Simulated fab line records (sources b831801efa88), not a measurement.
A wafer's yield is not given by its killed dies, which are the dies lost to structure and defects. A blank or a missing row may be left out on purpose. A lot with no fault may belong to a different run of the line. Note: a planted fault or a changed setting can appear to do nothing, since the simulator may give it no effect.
Split-lot study / flow sky130 / on a route of 708 steps: 5 lots, 23 wafers read

== ABOUT THE SPLIT ==
At SKY_METAL1_DEVELOP_14 (develop time 60 s), the setting developTimeS was moved away from the recipe's 60 s on 7 of the 23 wafers read, by -8.8% to +14.9%. All remaining wafers had this setting at the recipe value.

The file shows no step between the split and the reading.

== THE READING ==
METAL1.cdNm (the simulator's own value, which no gauge read), in nm, at SKY_METAL1_DESCUM_17 (chemistry O2, time 8 s). The file gives no usual value for it. Average 140.8 nm, standard deviation 1.2 nm, over the 16 wafers here run with the recipe.

wafer=L076.1; tool, chamber at the split=lithoTrack-02, 0; developTimeS as run, s=60; against the recipe=recipe; METAL1.cdNm, nm=143; against lot-mates on the recipe=-
wafer=L076.2; tool, chamber at the split=lithoTrack-02, 0; developTimeS as run, s=54.73; against the recipe=-8.8%; METAL1.cdNm, nm=144; against lot-mates on the recipe=+1.2
wafer=L076.3; tool, chamber at the split=lithoTrack-02, 0; developTimeS as run, s=54.73; against the recipe=-8.8%; METAL1.cdNm, nm=145; against lot-mates on the recipe=+2.2
wafer=L076.5; tool, chamber at the split=lithoTrack-02, 0; developTimeS as run, s=60; against the recipe=recipe; METAL1.cdNm, nm=142.3; against lot-mates on the recipe=-
wafer=L076.6; tool, chamber at the split=lithoTrack-02, 0; developTimeS as run, s=60; against the recipe=recipe; METAL1.cdNm, nm=143.1; against lot-mates on the recipe=-
wafer=L078.1; tool, chamber at the split=lithoTrack-02, 0; developTimeS as run, s=60; against the recipe=recipe; METAL1.cdNm, nm=140.1; against lot-mates on the recipe=-
wafer=L078.4; tool, chamber at the split=lithoTrack-02, 0; developTimeS as run, s=60; against the recipe=recipe; METAL1.cdNm, nm=140.1; against lot-mates on the recipe=-
wafer=L078.3; tool, chamber at the split=lithoTrack-02, 0; developTimeS as run, s=60; against the recipe=recipe; METAL1.cdNm, nm=140.4; against lot-mates on the recipe=-
wafer=L078.5; tool, chamber at the split=lithoTrack-02, 0; developTimeS as run, s=60; against the recipe=recipe; METAL1.cdNm, nm=140.7; against lot-mates on the recipe=-
wafer=L078.6; tool, chamber at the split=lithoTrack-02, 0; developTimeS as run, s=60; against the recipe=recipe; METAL1.cdNm, nm=139.9; against lot-mates on the recipe=-
wafer=L083.1; tool, chamber at the split=lithoTrack-04, 0; developTimeS as run, s=60; against the recipe=recipe; METAL1.cdNm, nm=139.5; against lot-mates on the recipe=-
wafer=L083.2; tool, chamber at the split=lithoTrack-04, 0; developTimeS as run, s=68.93; against the recipe=+14.9%; METAL1.cdNm, nm=136.5; against lot-mates on the recipe=-3.1
wafer=L083.3; tool, chamber at the split=lithoTrack-04, 0; developTimeS as run, s=60; against the recipe=recipe; METAL1.cdNm, nm=139.7; against lot-mates on the recipe=-
wafer=L083.4; tool, chamber at the split=lithoTrack-04, 0; developTimeS as run, s=68.93; against the recipe=+14.9%; METAL1.cdNm, nm=137.8; against lot-mates on the recipe=-1.8
wafer=L083.5; tool, chamber at the split=lithoTrack-04, 0; developTimeS as run, s=68.93; against the recipe=+14.9%; METAL1.cdNm, nm=136.4; against lot-mates on the recipe=-3.2
wafer=L081.4; tool, chamber at the split=lithoTrack-01, 0; developTimeS as run, s=60; against the recipe=recipe; METAL1.cdNm, nm=141.2; against lot-mates on the recipe=-
wafer=L081.5; tool, chamber at the split=lithoTrack-01, 0; developTimeS as run, s=60; against the recipe=recipe; METAL1.cdNm, nm=141.2; against lot-mates on the recipe=-
wafer=L081.6; tool, chamber at the split=lithoTrack-01, 0; developTimeS as run, s=60; against the recipe=recipe; METAL1.cdNm, nm=142.1; against lot-mates on the recipe=-
wafer=L084.1; tool, chamber at the split=lithoTrack-02, 0; developTimeS as run, s=64.1; against the recipe=+6.8%; METAL1.cdNm, nm=137.7; against lot-mates on the recipe=-2.0
wafer=L084.2; tool, chamber at the split=lithoTrack-02, 0; developTimeS as run, s=60; against the recipe=recipe; METAL1.cdNm, nm=139.2; against lot-mates on the recipe=-
wafer=L084.3; tool, chamber at the split=lithoTrack-02, 0; developTimeS as run, s=60; against the recipe=recipe; METAL1.cdNm, nm=140.1; against lot-mates on the recipe=-
wafer=L084.4; tool, chamber at the split=lithoTrack-02, 0; developTimeS as run, s=60; against the recipe=recipe; METAL1.cdNm, nm=139.7; against lot-mates on the recipe=-
wafer=L084.5; tool, chamber at the split=lithoTrack-02, 0; developTimeS as run, s=64.1; against the recipe=+6.8%; METAL1.cdNm, nm=136.5; against lot-mates on the recipe=-3.2

THE FIT
A straight line over all 23 wafers: METAL1.cdNm changes by -0.319 nm for each +1% of developTimeS; r = -0.84; the points scatter about the line by 1.3 nm.
The same after taking each lot's own level away (the mean of its wafers on the recipe; 23 wafers): -0.2 nm for each +1%; r = -0.91; scatter 0.58 nm.
On that fit, the largest move of developTimeS shifts the reading by 3 nm.
Measured against the standard deviation above, the lots' own levels, which go from 139.60 to 142.80 nm, span 2.6 times it.
So the slope is not independent of the lot-to-lot level: the two fits are not the same.
Check: with one of the wafers moved furthest among these (+14.9%) left out of the fit, the line predicts -3.03 nm for it against its lot-mates. It came out at -3.1 nm against them.

== THE OTHER SPLITS THESE WAFERS WENT THROUGH ==
Note: prior to the reading, these wafers also went through further splits. Each is held against what the fit with the lots' levels taken away leaves over:
other split on the same wafers=SKY_SD_P_IMPLANT_09 doseCm2; wafers away from the commonest value=8; r with METAL1.cdNm (lot level and that fit taken away)=+0.34
other split on the same wafers=SKY_RES_XHIGH_COAT_02 resistThkNm; wafers away from the commonest value=8; r with METAL1.cdNm (lot level and that fit taken away)=-0.36
other split on the same wafers=SKY_SD_N_IMPLANT_10 energyKev; wafers away from the commonest value=6; r with METAL1.cdNm (lot level and that fit taken away)=-0.07
other split on the same wafers=SKY_LI_CONTACT_CMP_02 leaveAboveRefNm; wafers away from the commonest value=8; r with METAL1.cdNm (lot level and that fit taken away)=+0.07
other split on the same wafers=SKY_LI_CONTACT_SPUTTER_19 powerW; wafers away from the commonest value=6; r with METAL1.cdNm (lot level and that fit taken away)=+0.11
other split on the same wafers=SKY_LI_CONTACT_SPUTTER_20 chamberPressurePa; wafers away from the commonest value=15; r with METAL1.cdNm (lot level and that fit taken away)=+0.38

== THE FILE'S OWN FIT ==
METAL1.cdNm changes by -0.212 nm for each +1% of developTimeS, r = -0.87.
